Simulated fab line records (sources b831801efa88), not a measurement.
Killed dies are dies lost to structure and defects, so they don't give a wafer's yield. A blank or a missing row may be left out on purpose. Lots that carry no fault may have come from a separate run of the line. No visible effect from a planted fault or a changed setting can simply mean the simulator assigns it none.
fab line records    flow gf180mcu
record: lots: 11  wafers: 33  lastDay: 34
route steps=602 shown HV_LDD@232 NSD@247 PSD@259 CONTACT@291
lots that met no fault: taken from a fault-free run of the same line
startH: start of the lot's first displayed wafer, in hours after the record's first day    waitH: hours since the lot's step before    " same as the row above    L1.1+2: one row covering several wafers at once    - no value present, or no start provided    * or withheld: withheld    < > ~ a bound
route shown NAME@n: a module of which the file shows steps, and the number in the route of the first    usual: mean/standard deviation of fault-free wafers    same: alike in all rows    chamber/n: place in a boat    sites: each site's reading    _std_site: standard deviation across them    _edge_site: mean of outer sites minus mean of inner sites    radiusMm: for every site, how far away it sits from the centre of the wafer    mask NAME#n: copy n    behind: the last tool/chamber to shape the wafer    hold: reason for holding the lot/hours on hold/outcome of the hold    device: transistor that didn't switch, given as n, p or np    end of line: tests of these same wafers at the route's end    for a step that has no rows: nothing shown but its recipe    killed: the dies lost at the first sort to structure and to defects; this is not the yield of the wafer    map: dies across one wafer; x = killed, . = not, _ = none there
set.NAME: the setting that was run; set.NAME@STEP: the one run at that earlier step    model.NAME: the simulator's own value behind a step, which no gauge read
route steps across a sampled set of lots; one table per step, one row per wafer
services: when a tool's chamber went out of use (startH, in hours from the record's first day, below 0 if earlier), for how many hours, and the reason
== steps ==
step: GF_HV_LDD_CVD_56
recipe: material: Si3N4  precursor: DCS/NH3  targetThkNm: 90  tempC: 770  timeS: 1543  pressureMtorr: 250
usual: spikeTcBottomC: 790.0/2.2  spikeTcCentreC: 770.6/1.2  spikeTcLowerC: 770.2/1.4  spikeTcTopC: 784.3/2.9  spikeTcUpperC: 770.0/1.1  susceptorTempC: 770.00/0.28  zonePowerLowerPct: 13.5/0.51  zonePowerTopPct: 25.7/2.6
lot.wafer  tool      chamber  startH  waitH  spikeTcBottomC  spikeTcCentreC  spikeTcLowerC  spikeTcTopC  spikeTcUpperC  susceptorTempC  zonePowerLowerPct  zonePowerTopPct
L476.1     lpcvd-02  1        282.05  0.1    787.7           768.4           771.6          783.0        770.0          769.66          14.2               22.2
L476.2     "         1        "       "      787.0           768.3           771.3          784.0        769.7          769.57          14.4               22.3
L476.3     "         1        "       "      786.6           769.5           770.6          782.0        769.0          769.74          14.5               22.6
L481.2     lpcvd-01  1        324.19  0.1    791.4           771.2           769.0          784.1        770.9          770.07          13.4               26.8
L481.4     "         1        "       "      793.2           769.9           768.6          783.2        771.9          769.64          13.3               26.8
L481.5     "         1        "       "      793.0           767.3           767.4          781.7        770.7          769.68          13.3               26.8
L482.1     lpcvd-01  0        331.57  0.1    792.6           771.9           773.1          780.5        772.0          770.00          13.3               28.8
L482.2     "         0        "       "      792.3           771.5           769.9          779.1        769.2          770.38          13.4               29.8
L482.6     "         0        "       "      790.7           771.7           770.7          778.9        771.4          770.08          13.2               29.6
L483.2     lpcvd-01  0        339.91  0.0    790.0           771.6           770.9          780.4        770.5          770.42          13.3               29.5
L483.4     "         0        "       "      791.9           770.1           773.5          779.3        770.7          770.22          13.7               28.9
L483.6     "         0        "       "      791.1           771.2           769.7          780.8        771.2          769.99          13.2               29.5
L484.3     lpcvd-01  0        346.75  0.0    776.5           755.5           755.3          765.3        754.8          755.04          12.7               28.4
L484.4     "         0        "       "      776.3           757.4           756.6          766.4        755.6          755.54          12.9               28.1
L484.6     "         0        "       "      775.7           756.3           755.1          766.6        755.5          755.14          12.8               28.1
L488.2     lpcvd-01  1        382.80  0.0    780.0           755.2           754.8          770.5        755.2          755.64          13.1               26.3
L488.4     "         1        "       "      779.1           755.1           753.7          769.7        755.8          755.28          12.9               26.2
L488.6     "         1        "       "      778.7           756.7           752.2          770.0        754.9          755.51          12.7               26.3
L492.1     lpcvd-02  0        412.28  0.2    787.4           771.4           769.8          786.2        770.5          770.14          13.2               24.3
L492.2     "         0        "       "      788.1           770.9           770.2          788.2        769.8          769.95          13.2               23.8
L492.3     "         0        "       "      788.2           769.3           772.0          786.9        768.1          769.90          13.0               24.2
L493.1     lpcvd-02  0        428.76  0.1    790.1           771.5           771.3          787.7        768.4          769.80          13.0               24.2
L493.3     "         0        "       "      790.0           772.1           770.8          788.9        768.9          770.12          13.2               24.2
L493.5     "         0        "       "      787.6           769.8           771.1          787.5        769.6          770.60          13.2               24.6
L495.2     lpcvd-01  0        439.85  0.0    790.6           773.0           772.2          778.6        769.0          770.34          13.5               28.6
L495.4     "         0        "       "      791.7           771.8           771.5          780.8        771.1          769.77          13.2               29.1
L495.5     "         0        "       "      790.5           771.5           769.4          781.1        770.9          770.32          13.5               29.0
L496.2     lpcvd-02  0        447.91  0.0    788.8           770.5           770.4          788.8        769.7          769.92          13.1               23.8
L496.3     "         0        "       "      788.6           769.0           769.4          787.7        770.0          770.02          13.2               24.5
L496.5     "         0        "       "      786.7           771.1           770.1          785.9        769.9          769.59          13.4               24.1
L498.1     lpcvd-01  1        463.73  0.3    794.1           768.8           768.1          785.6        769.8          770.05          13.3               26.9
L498.3     "         1        "       "      792.9           770.0           770.1          784.6        771.1          770.02          13.4               27.2
L498.4     "         1        "       "      792.2           771.0           767.4          784.4        771.7          769.74          13.5               26.8
step: GF_HV_LDD_THK_MEAS_57
recipe: reads: Si3N4_of_HV_LDD_CVD_56
usual: HV_LDD_CVD_56_THK: 89.9/1
lot.wafer  tool          chamber  startH  waitH  HV_LDD_CVD_56_THK[nm]
L476.1     filmMetro-01  -        283.48  0.0    87.9
L476.2     "             -        "       "      88.3
L476.3     "             -        "       "      88.1
L481.2     filmMetro-01  -        325.63  0.0    91.1
L481.4     "             -        "       "      90.4
L481.5     "             -        "       "      90.3
L482.1     filmMetro-04  -        333.00  0.0    88.7
L482.2     "             -        "       "      88.9
L482.6     "             -        "       "      89.9
L483.2     filmMetro-02  -        341.35  0.0    90.9
L483.4     "             -        "       "      90.4
L483.6     "             -        "       "      90.7
L484.3     filmMetro-02  -        348.20  0.0    70.7
L484.4     "             -        "       "      70.6
L484.6     "             -        "       "      70.6
L488.2     filmMetro-02  -        384.24  0.0    67.4
L488.4     "             -        "       "      67.4
L488.6     "             -        "       "      67.2
L492.1     filmMetro-04  -        413.71  0.0    90.5
L492.2     "             -        "       "      90.4
L492.3     "             -        "       "      90.5
L493.1     filmMetro-01  -        430.19  0.0    88.6
L493.3     "             -        "       "      88.2
L493.5     "             -        "       "      87.7
L495.2     filmMetro-04  -        443.07  0.0    89.5
L495.4     "             -        "       "      88.9
L495.5     "             -        "       "      89.2
L496.2     filmMetro-01  -        449.35  0.0    89.9
L496.3     "             -        "       "      90.0
L496.5     "             -        "       "      89.4
L498.1     filmMetro-01  -        465.87  0.0    89.8
L498.3     "             -        "       "      89.9
L498.4     "             -        "       "      90.3
step: GF_HV_LDD_ETCHBACK_58
recipe: chemistry: CH3F/O2  target: Si3N4  stopOn: SiO2  sourceW: 400  biasW: 80  pressureMtorr: 25  ch3fFlowSccm: 40  O2_flow_sccm: 30  timeS: 100  targetDepthA: 900
usual: drypumpMotorCurrentA: 5.6/0.39  oesProductAu: 0.842/0.0069  throttleValvePct: 10.561/0.0089
lot.wafer  tool        chamber  startH  waitH  drypumpMotorCurrentA  oesProductAu  rfHoursCounterH  throttleValvePct
L476.1     rieDiel-03  2        283.54  0.1    5.4                   0.836         9                10.554
L476.2     "           3        "       "      5.3                   0.836         4                10.555
L476.3     "           1        "       "      5.2                   0.838         8                10.574
L481.2     rieDiel-03  2        325.68  0.0    5.4                   0.860         10               10.567
L481.4     "           0        "       "      5.2                   0.842         33               10.567
L481.5     "           2        "       "      5.4                   0.843         -                10.557
L482.1     rieDiel-02  3        333.06  0.1    5.4                   0.827         81               10.547
L482.2     "           2        "       "      6.1                   0.837         13               10.551
L482.6     "           2        "       "      6.1                   0.845         -                10.564
L483.2     rieDiel-02  1        341.40  0.0    5.5                   0.840         112              10.558
L483.4     "           2        "       "      6.1                   0.841         13               10.554
L483.6     "           3        "       "      5.4                   0.851         -                10.572
L484.3     rieDiel-02  0        348.24  0.0    6.2                   0.745         68               10.552
L484.4     "           2        "       "      6.1                   0.744         13               10.548
L484.6     "           1        "       "      5.5                   0.742         -                10.542
L488.2     rieDiel-01  2        384.29  0.0    5.8                   0.729         84               10.539
L488.4     "           3        "       "      4.8                   0.722         1                10.550
L488.6     "           2        "       "      5.8                   0.722         -                10.546
L492.1     rieDiel-02  3        413.77  0.1    5.4                   0.848         84               10.548
L492.2     "           2        "       "      6.1                   0.842         15               10.562
L492.3     "           0        "       "      6.2                   0.846         70               10.553
L493.1     rieDiel-03  2        430.25  0.1    5.4                   0.833         13               10.577
L493.3     "           3        "       "      5.3                   0.830         7                10.551
L493.5     "           3        "       "      5.3                   0.837         -                10.564
L495.2     rieDiel-01  2        443.12  0.0    5.8                   0.838         85               10.549
L495.4     "           3        "       "      4.8                   0.836         2                10.565
L495.5     "           1        "       "      6.1                   0.842         -                10.558
L496.2     rieDiel-03  1        449.40  0.0    5.2                   0.845         12               10.561
L496.3     "           3        "       "      5.3                   0.849         8                10.559
L496.5     "           1        "       "      5.2                   0.831         -                10.559
L498.1     rieDiel-02  1        465.93  0.1    5.6                   0.844         1                10.590
L498.3     "           0        "       "      6.2                   0.847         71               10.583
L498.4     "           2        "       "      6.1                   0.842         17               10.561
step: GF_NSD_TW_MEAS_12
usual: NSD_TW: 4266/38
lot.wafer  tool          chamber  startH  waitH  NSD_TW
L476.1     filmMetro-03  -        303.75  0.1    4273
L476.2     "             -        "       "      4255
L476.3     "             -        "       "      4252
L481.2     filmMetro-02  -        347.10  0.1    4247
L481.4     "             -        "       "      4214
L481.5     "             -        "       "      4207
L482.1     filmMetro-03  -        354.49  0.1    4279
L482.2     "             -        "       "      4304
L482.6     "             -        "       "      4305
L483.2     filmMetro-04  -        363.25  0.1    4265
L483.4     "             -        "       "      4267
L483.6     "             -        "       "      4264
L484.3     filmMetro-02  -        370.81  0.1    4226
L484.4     "             -        "       "      4220
L484.6     "             -        "       "      4217
L488.2     filmMetro-03  -        408.61  0.1    4302
L488.4     "             -        "       "      4305
L488.6     "             -        "       "      4278
L492.1     filmMetro-02  -        438.01  0.1    4199
L492.2     "             -        "       "      4190
L492.3     "             -        "       "      4187
L493.1     filmMetro-03  -        454.50  0.1    4293
L493.3     "             -        "       "      4295
L493.5     "             -        "       "      4279
L495.2     filmMetro-03  -        467.45  0.1    4279
L495.4     "             -        "       "      4286
L495.5     "             -        "       "      4266
L496.2     filmMetro-03  -        473.26  0.1    4293
L496.3     "             -        "       "      4289
L496.5     "             -        "       "      4270
L498.1     filmMetro-02  -        490.55  0.1    4210
L498.3     "             -        "       "      4215
L498.4     "             -        "       "      4192
step: GF_PSD_TW_MEAS_11
usual: PSD_TW: 3184/34
lot.wafer  tool          chamber  startH  waitH  PSD_TW
L476.1     filmMetro-03  -        324.27  0.1    3209
L476.2     "             -        "       "      3184
L476.3     "             -        "       "      3213
L481.2     filmMetro-02  -        369.45  0.1    3130
L481.4     "             -        "       "      3135
L481.5     "             -        "       "      3142
L482.1     filmMetro-04  -        376.04  0.1    3197
L482.2     "             -        "       "      3202
L482.6     "             -        "       "      3208
L483.2     filmMetro-02  -        385.88  0.1    3145
L483.4     "             -        "       "      3141
L483.6     "             -        "       "      3157
L484.3     filmMetro-02  -        392.79  0.1    3165
L484.4     "             -        "       "      3137
L484.6     "             -        "       "      3125
L488.2     filmMetro-02  -        432.58  0.1    3127
L488.4     "             -        "       "      3135
L488.6     "             -        "       "      3141
L492.1     filmMetro-03  -        461.90  0.1    3202
L492.2     "             -        "       "      3196
L492.3     "             -        "       "      3214
L493.1     filmMetro-03  -        479.07  0.1    3201
L493.3     "             -        "       "      3201
L493.5     "             -        "       "      3186
L495.2     filmMetro-03  -        491.51  0.1    3213
L495.4     "             -        "       "      3216
L495.5     "             -        "       "      3206
L496.2     filmMetro-03  -        496.50  0.1    3212
L496.3     "             -        "       "      3204
L496.5     "             -        "       "      3193
L498.1     filmMetro-03  -        514.54  0.1    3205
L498.3     "             -        "       "      3208
L498.4     "             -        "       "      3209
step: GF_CONTACT_CMP_04
recipe: material: SiO2  downForcePsi: 4  platenRpm: 60  padVelocityMS: 0.94248
usual: motorCurrentA: 12.4/0.96  timeToEndpointS: 108/6.4
lot.wafer  tool    chamber  startH  waitH  motorCurrentA  timeToEndpointS
L476.2     cmp-01  3        346.60  0.0    11.2           109
L476.3     "       0        "       "      14.4           98
L476.1     "       1        "       "      11.2           106
L481.4     cmp-01  3        393.41  0.1    11.1           106
L481.2     "       1        "       "      11.6           103
L481.5     "       3        "       "      11.0           112
L482.2     cmp-02  0        400.56  0.0    12.4           112
L482.1     "       1        "       "      11.7           101
L482.6     "       1        "       "      12.1           110
L483.4     cmp-02  1        411.09  0.1    12.6           108
L483.2     "       2        "       "      11.4           96
L483.6     "       3        "       "      12.6           118
L484.3     cmp-01  3        417.21  0.0    11.3           119
L484.4     "       1        "       "      11.6           114
L484.6     "       0        "       "      13.6           96
L488.2     cmp-02  3        458.39  0.0    12.6           107
L488.4     "       0        "       "      13.2           117
L488.6     "       3        "       "      12.1           119
L492.3     cmp-01  0        487.22  0.0    14.4           90
L492.1     "       1        "       "      11.1           105
L492.2     "       3        "       "      10.7           105
L493.3     cmp-02  3        504.97  0.0    13.0           107
L493.1     "       2        "       "      12.4           103
L493.5     "       3        "       "      12.7           116
L495.2     cmp-02  1        516.58  0.3    11.8           95
L495.4     "       2        "       "      11.9           98
L495.5     "       3        "       "      12.6           113
L496.3     cmp-01  1        521.00  0.0    11.6           108
L496.2     "       2        "       "      12.8           108
L496.5     "       2        "       "      12.3           117
L498.3     cmp-01  1        539.09  0.0    11.9           105
L498.1     "       2        "       "      12.5           107
L498.4     "       0        "       "      14.0           107
== services ==
tool        chamber  startH  hours  kind
rieDiel-03  0        263.21  10.6   repair
lpcvd-01    -        289.79  29.9   repair
cmp-02      -        298.75  1.4    repair
rieDiel-03  3        303.95  5.0    repair
cmp-02      -        312.45  0.4    repair
rieDiel-02  3        321.59  11.0   repair
cmp-01      -        329.07  1.6    repair
lpcvd-02    -        329.83  1.5    repair
cmp-02      -        336.07  6.4    repair
cmp-02      -        336.97  6.7    repair
cmp-01      -        380.27  3.6    pm
cmp-01      -        384.10  0.3    repair
cmp-01      -        389.12  0.8    repair
cmp-01      -        404.09  4.0    pm
lpcvd-01    -        458.89  0.6    repair
cmp-01      -        465.69  1.8    repair
cmp-02      -        467.87  0.6    repair
rieDiel-02  3        469.20  25.0   repair
cmp-02      -        485.82  1.8    repair
cmp-02      -        497.39  5.5    pm
cmp-02      -        507.94  0.3    repair
rieDiel-02  0        517.97  3.3    repair
rieDiel-02  0        521.54  6.1    repair
cmp-01      -        533.07  3.1    repair
== key ==
firstSign: step: GF_HV_LDD_CVD_56  reading: susceptorTempC  direction: down  sigmas: 52  usual: *  struck: *
effect: step: GF_HV_LDD_CVD_56  reading: spikeTcUpperC  direction: down  sigmas: 14  usual: 770.0  struck: 755.3
effect: step: GF_HV_LDD_THK_MEAS_57  reading: HV_LDD_CVD_56_THK  direction: down  sigmas: 21  usual: 89.9  struck: 69.0
effect: step: GF_HV_LDD_ETCHBACK_58  reading: oesProductAu  direction: down  sigmas: 16  usual: 0.842  struck: 0.734
metAt GF_HV_LDD_CVD_56
struckLots L484,L488
testerLeftOut L484,L488
notActingAt GF_NSD_TW_MEAS_12,GF_PSD_TW_MEAS_11,GF_CONTACT_CMP_04
onsetBetween 339.91 346.75
fault: kind: processParameterDrift  tool: lpcvd-01  chamber: -  onsetH: 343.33  steps: GF_HV_LDD_CVD_56  channel: tempC  offset: *  shape: step  endH: 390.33  actsIn: *  stated: *
testerLeftOut: of these lots the tester's yield and bins aren't shown, on N5 and GAA mostly nor the transistor test; their killed dies are dies lost to structure and defects alone, not to doping, threshold or leakage, so they don't give the yield
